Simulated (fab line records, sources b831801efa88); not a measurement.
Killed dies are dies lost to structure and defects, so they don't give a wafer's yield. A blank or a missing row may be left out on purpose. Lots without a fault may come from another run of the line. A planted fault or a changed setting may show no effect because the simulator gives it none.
Problem report in the 8D (eight disciplines) form, filled by code | flow gf180mcu | the parts of the form that need people (team, actions taken, sign-off) are left out

1. THE PROBLEM
strip_time_to_endpoint_s at GF_HV_LDD_STRIP_37 reads a mean of 13.21 s on 2 wafers of 2 lots; wafers without a fault read 12.63 s with a standard deviation of 0.039. That is +15 standard deviations from the usual mean.
The step: strips in O2/N2.
First seen on wafer L748.2, day 16 12:11, on plasma_asher-04. The record holds 40 wafers of 14 lots with a number at this step. Rule for "out", or "out of limits": more than 4 standard deviations from the usual mean. The other wafers with a number count as sound.

2. WHAT IT IS AND WHAT IT IS NOT
question                    | is                       | is not
which readings at this step | strip_time_to_endpoint_s | drypump_motor_current_A, heater_power_w, oes_product_au
which lots                  | L748, L749               | L733, L734, L736, L737, L739, L740, L741, L742, L745, L747, L753, L756
which wafers of those lots  | L748.2, L749.2           | L748.1, L749.1
read on which tools         | plasma_asher-04          | plasma_asher-01, plasma_asher-03
when                        | from day 16 12:11        | up to then (31 sound wafers); but 7 sound wafers of L749, L753, L756 came after

3. SUSPECTS, AND WHAT RULES EACH OUT
Counting: a tool at a process step up to the reading stays a suspect if it ran every lot that is out. Sound lots after the first of them don't rule it out here, since some wafers of a struck lot are sound.
- litho_track-02 at GF_HV_LDD_COAT_26 (resist thk 1000 nm): kept. It ran every lot that is out, first L748 (day 15 23:58); its last sound lot up to then is L740 (day 13 09:33).
- plasma_asher-04 at GF_HV_LDD_STRIP_37 (strips in O2/N2): kept. It ran every lot that is out, first L748 (day 16 12:11); its last sound lot up to then is L747 (day 16 05:49). Its own readings are out on those wafers: strip_time_to_endpoint_s.
- Within plasma_asher-04 at GF_HV_LDD_STRIP_37: the wafers that are out ran in chamber 1; their sound lot-mates ran in chamber 0.
Left after counting: litho_track-02 at GF_HV_LDD_COAT_26, plasma_asher-04 at GF_HV_LDD_STRIP_37.

4. THE CAUSE (what the simulator had put in)
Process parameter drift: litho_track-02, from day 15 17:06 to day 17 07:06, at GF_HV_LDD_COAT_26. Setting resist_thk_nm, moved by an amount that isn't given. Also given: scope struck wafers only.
Counting left 2 suspects, and this tool is among them.

5. THE CHAIN OF EFFECTS, in route order
Each row: a reading whose mean over the struck wafers that have a number lies more than 3 standard deviations from the usual. Only readings for which the record gives a usual standard deviation are gone through. hours: the time from each lot's start at the first step in this table that gives one to its start at this step, as a median over the lots. sigmas: the change in usual standard deviations.
hours | step               | reading                  | usual   | on struck wafers | change | sigmas
0     | GF_HV_LDD_STRIP_37 | strip_time_to_endpoint_s | 12.63 s | 13.21            | +0.58  | +15
The process steps in it:
- GF_HV_LDD_STRIP_37: strips in O2/N2.
Later measuring or inspecting steps at which every struck wafer that the step has a row for has a number for every such reading, and none has moved that far: GF_M2_OVL_MEAS_15.

6. WHAT WOULD HAVE CAUGHT IT SOONER
In this record the first reading out of limits was taken at day 16 12:11, 19 hours after the fault began at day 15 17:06.
All the lots that are out (2) had begun GF_HV_LDD_COAT_26 on litho_track-02 by day 16 12:11. A hold on the tool at that time would have spared none of them.
